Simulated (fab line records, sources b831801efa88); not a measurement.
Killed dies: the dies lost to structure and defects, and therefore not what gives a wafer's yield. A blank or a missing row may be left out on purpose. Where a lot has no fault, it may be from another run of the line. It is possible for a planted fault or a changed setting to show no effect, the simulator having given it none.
The tool behind it: which one? | flow sky130 | Sampling: 11 lots, 33 wafers, 2 of 708 route steps

WHAT EACH GAUGE READ, for each wafer
SKY_VIA4_OVL_MEAS_11. Usual: for VIA4_OVL the level is -0.7 nm and the standard deviation is 1.5.
lot  | measured     | on         | VIA4_OVL (nm)  | flag
L643 | day 43 04:21 | overlay-01 | -1.1 -1.3 -1.2 |
L644 | day 43 13:46 | overlay-01 | 1.7 1.4 1.1    |
L645 | day 44 00:32 | overlay-01 | -2.0 -2.6 -0.6 |
L646 | day 44 04:23 | overlay-01 | -1.3 -1.9 0.1  |
L648 | day 44 17:50 | overlay-01 | -1.7 -2.1 -2.0 |
L650 | day 45 10:53 | overlay-02 | -0.7 -1.6 -1.8 |
L652 | day 45 20:29 | overlay-02 | 0.8 -2.7 -0.5  |
L653 | day 46 03:20 | overlay-01 | -2.6 -3.1 -2.3 |
L654 | day 46 10:05 | overlay-02 | -0.6 0.3 -1.7  |
L655 | day 46 14:44 | overlay-01 | -2.0 -0.9 -1.5 |
L657 | day 47 03:47 | overlay-01 | -1.3 -1.7 -1.8 |

EACH LOT AND THE TOOL THAT RAN IT (in order: tool; ch and the chambers of the sampled wafers; start)
lot  | SKY_CAPM_STRIP_14
L643 | plasma asher-01 ch 0,1, day 37 20:14
L644 | plasma asher-02 ch 0,1, day 38 06:31
L645 | plasma asher-04 ch 0,1, day 38 19:45
L646 | plasma asher-02 ch 0,1, day 38 22:36
L648 | plasma asher-02 ch 0, day 39 14:20
L650 | plasma asher-01 ch 0,1, day 40 10:12
L652 | plasma asher-02 ch 0,1, day 40 19:12
L653 | plasma asher-01 ch 0,1, day 41 06:46
L654 | plasma asher-02 ch 0,1, day 41 11:29
L655 | plasma asher-02 ch 0, day 41 16:12
L657 | plasma asher-02 ch 0,1, day 42 10:00
- SKY_CAPM_STRIP_14: strips in O2/N2.

AS READ BY THE TOOLS THEMSELVES (means over the sampled wafers that have a number; for cases with no such wafer, the mark the record gives instead)
SKY_CAPM_STRIP_14. Usual: chamber pressure mTorr 1499.9 mTorr, standard deviation 1.3; drypump motor current A 5.52 A, standard deviation 0.28; oes product au 0.710 a.u., standard deviation 0.0046; strip time to endpoint s 12.65 s, standard deviation 0.042.
lot  | tool            | chamber pressure mTorr (mTorr) | drypump motor current A (A) | oes product au (a.u.) | strip time to endpoint s (s) | flag
L643 | plasma asher-01 | 1499.6                         | 5.83                        | 0.710                 | 12.66                        |
L644 | plasma asher-02 | 1501.0                         | 5.56                        | 0.711                 | 12.71                        |
L645 | plasma asher-04 | 1499.9                         | 5.28                        | 0.712                 | 12.68                        |
L646 | plasma asher-02 | 1499.3                         | 5.55                        | 0.712                 | 12.63                        |
L648 | plasma asher-02 | 1499.9                         | 5.51                        | 0.713                 | 12.65                        |
L650 | plasma asher-01 | 1499.5                         | 5.80                        | 0.708                 | 12.68                        |
L652 | plasma asher-02 | 1499.8                         | 5.54                        | 0.712                 | 12.68                        |
L653 | plasma asher-01 | 1499.4                         | 5.83                        | 0.705                 | 12.68                        |
L654 | plasma asher-02 | 1499.5                         | 5.55                        | 0.710                 | 12.60                        |
L655 | plasma asher-02 | 1499.9                         | 5.54                        | 0.708                 | 12.65                        |
L657 | plasma asher-02 | 1500.0                         | 5.56                        | 0.703                 | 12.58                        |

THE ANSWER, worked out from the rows above alone
Rule: a lot counts as off when the mean over its wafers that have a number is more than 3 standard deviations away from the usual mean. Also off: a lot with no number at a reading for which 4 or more lots have one. The other lots that the step has rows for count as sound. Order of review: gauges by route order, followed by the tools' own readings, for which a lot's mean as printed above is used. At the first step where some lot is off, the reading lying furthest off is the one used; lots without a number count as furthest.
No lot is off at any reading shown: from this, nothing can be told.

WHAT WAS PUT IN BY THE SIMULATOR
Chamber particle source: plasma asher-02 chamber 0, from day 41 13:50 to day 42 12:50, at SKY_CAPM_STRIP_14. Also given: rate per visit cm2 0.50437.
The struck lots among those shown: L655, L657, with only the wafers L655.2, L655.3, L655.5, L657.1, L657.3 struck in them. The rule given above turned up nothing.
